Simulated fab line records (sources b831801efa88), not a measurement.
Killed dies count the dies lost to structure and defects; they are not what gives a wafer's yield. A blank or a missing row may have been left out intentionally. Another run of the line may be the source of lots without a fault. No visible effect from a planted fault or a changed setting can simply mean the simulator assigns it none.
What tool caused it? ; flow gf180mcu ; 14 lots with 42 wafers sampled at 4 steps, on a route of 602 steps

## WHAT EACH GAUGE READ, for each wafer
GF_V5_BOW_MEAS_05. Usual: V5_BOW typically reads 130 um, with standard deviation 9.5.
lot;measured;on;V5_BOW (um);flag
L411;day 26 03:19;film metro-02;114 121 101;
L413;day 26 23:35;film metro-03;131 127 128;
L415;day 27 16:40;film metro-03;130 134 129;
L416;day 28 00:36;film metro-02;133 134 125;
L418;day 28 15:24;film metro-02;124 125 121;
L419;day 28 20:11;film metro-01;131 125 134;
L420;day 29 06:53;film metro-02;117 126 128;
L422;day 29 20:49;film metro-03;130 141 133;
L421;day 29 22:32;film metro-02;123 127 110;
L425;day 30 13:51;film metro-01;125 136 134;
L426;day 31 02:05;film metro-03;127 122 124;
L427;day 31 08:40;film metro-03;144 131 138;
L432;day 32 12:05;film metro-03;134 129 138;
L433;day 32 19:12;film metro-03;117 124 119;

GF_TOP_METAL_CD_MEAS_14: target cd 440 nm. Usual: cd nm 440.0 nm, standard deviation 1.8.
lot;measured;on;cd nm (nm);flag
L411;day 27 22:31;cd sem-02;439.9 437.1 441.0;
L413;day 28 16:10;cd sem-02;438.4 438.1 439.0;
L415;day 29 07:55;cd sem-02;439.6 442.4 441.3;
L416;day 29 17:31;cd sem-01;439.3 438.4 437.2;
L418;day 30 06:44;cd sem-01;442.6 439.7 439.6;
L419;day 30 11:32;cd sem-01;441.6 439.5 439.7;
L420;day 30 21:36;cd sem-02;440.9 439.0 440.9;
L422;day 31 10:19;cd sem-02;441.1 442.0 443.7;
L421;day 31 12:10;cd sem-02;440.4 438.1 441.1;
L425;day 32 02:30;cd sem-01;439.1 439.2 439.1;
L426;day 32 13:41;cd sem-01;440.3 438.6 439.8;
L427;day 32 20:19;cd sem-01;440.2 436.5 438.1;
L432;day 33 21:28;cd sem-01;436.7 438.8 439.8;
L433;day 34 04:38;cd sem-02;436.4 437.1 436.8;

## TOOL THAT RAN EACH LOT (tool first, then ch and the chambers of the sampled wafers, then the start)
lot;GF_HV_LDD_ETCHBACK_58;GF_V5_CVD_02
L411;rie diel-04 ch 0,2, day 12 07:29;pecvd-03 ch 0,2, day 26 02:51
L413;rie diel-02 ch 1,2,3, day 13 01:44;pecvd-01 ch 0,2, day 26 22:53
L415;rie diel-04 ch 1,2,3, day 13 17:20;pecvd-03 ch 0,1,2, day 27 16:13
L416;rie diel-02 ch 0,1,2, day 14 06:08;pecvd-01 ch 0,1,2, day 28 00:05
L418;rie diel-04 ch 1,2,3, day 14 19:59;pecvd-01 ch 1,2, day 28 14:53
L419;rie diel-02 ch 0,1, day 15 03:40;pecvd-03 ch 1,2, day 28 19:43
L420;rie diel-01 ch 0,2,3, day 15 13:20;pecvd-03 ch 1,2, day 29 06:23
L422;rie diel-02 ch 0,2, day 16 06:08;pecvd-04 ch 1,2, day 29 20:21
L421;rie diel-04 ch 2,3, day 16 06:52;pecvd-01 ch 0,1, day 29 22:04
L425;rie diel-04 ch 0,2,3, day 17 03:55;pecvd-01 ch 2, day 30 13:20
L426;rie diel-02 ch 0,1,3, day 17 17:19;pecvd-04 ch 0,1, day 31 01:35
L427;rie diel-04 ch 2,3, day 18 01:50;pecvd-01 ch 0,1,2, day 31 08:12
L432;rie diel-02 ch 0,1,2, day 19 16:52;pecvd-04 ch 0,1,2, day 32 11:32
L433;rie diel-01 ch 1,2,3, day 20 01:56;pecvd-04 ch 0,1,2, day 32 18:43
- GF_HV_LDD_ETCHBACK_58: etches Si3N4 in CH3F/O2, stops on SiO2, time 100 s, target depth 90 nm.
- GF_V5_CVD_02: deposits SiO2 from TEOS, target thk 1450 nm, time 163.28 s.

## WHAT THE TOOLS THEMSELVES READ (means of the sampled wafers that have a number; where no wafer has one, the mark that the record gives instead)
GF_HV_LDD_ETCHBACK_58. Usual: bias w 79.96 W, standard deviation 0.25; drypump motor current A 5.6 A, standard deviation 0.52; oes product au 0.844 a.u., standard deviation 0.0063; throttle valve pct 10.562 %, standard deviation 0.0084.
lot;tool;bias w (W);drypump motor current A (A);oes product au (a.u.);throttle valve pct (%);flag
L411;rie diel-04;79.97;5.7;0.842;10.559;
L413;rie diel-02;79.97;5.5;0.843;10.553;
L415;rie diel-04;79.88;5.2;0.840;10.558;
L416;rie diel-02;80.01;5.5;0.840;10.565;
L418;rie diel-04;80.05;5.2;0.847;10.566;
L419;rie diel-02;79.89;5.9;0.838;10.564;
L420;rie diel-01;80.01;5.8;0.846;10.565;
L422;rie diel-02;79.72;5.6;0.842;10.564;
L421;rie diel-04;79.92;5.1;0.843;10.564;
L425;rie diel-04;79.73;5.5;0.849;10.556;
L426;rie diel-02;79.87;5.9;0.847;10.571;
L427;rie diel-04;80.14;5.4;0.838;10.561;
L432;rie diel-02;79.98;5.5;0.840;10.561;
L433;rie diel-01;80.05;6.0;0.843;10.556;

GF_V5_CVD_02. Usual: heater power outer w 358 W, standard deviation 72; heater power w 615 W, standard deviation 97.
lot;tool;heater power outer w (W);heater power w (W);flag
L411;pecvd-03;404;681;
L413;pecvd-01;395;652;
L415;pecvd-03;315;563;
L416;pecvd-01;355;605;
L418;pecvd-01;343;593;
L419;pecvd-03;303;557;
L420;pecvd-03;389;681;
L422;pecvd-04;369;657;
L421;pecvd-01;396;661;
L425;pecvd-01;304;555;
L426;pecvd-04;401;645;
L427;pecvd-01;351;615;
L432;pecvd-04;334;583;
L433;pecvd-04;376;644;

## THE ANSWER, worked out from the rows above alone
Rule: take the mean of a lot's wafers that have a number; if it is more than 3 standard deviations from the usual mean, the lot is off. Also off: a lot with no number at a reading for which 4 or more lots have one. The other lots that the step has rows for count as sound. The gauges are gone through in route order, then the tools' own readings, and for those a lot's mean is taken as printed above. The first step at which some lot is off is used, and at that step the reading that is off furthest; a lot without a number counts as furthest.
None of the lots is off at any reading shown; this tells nothing.

## WHAT WAS PUT IN BY THE SIMULATOR
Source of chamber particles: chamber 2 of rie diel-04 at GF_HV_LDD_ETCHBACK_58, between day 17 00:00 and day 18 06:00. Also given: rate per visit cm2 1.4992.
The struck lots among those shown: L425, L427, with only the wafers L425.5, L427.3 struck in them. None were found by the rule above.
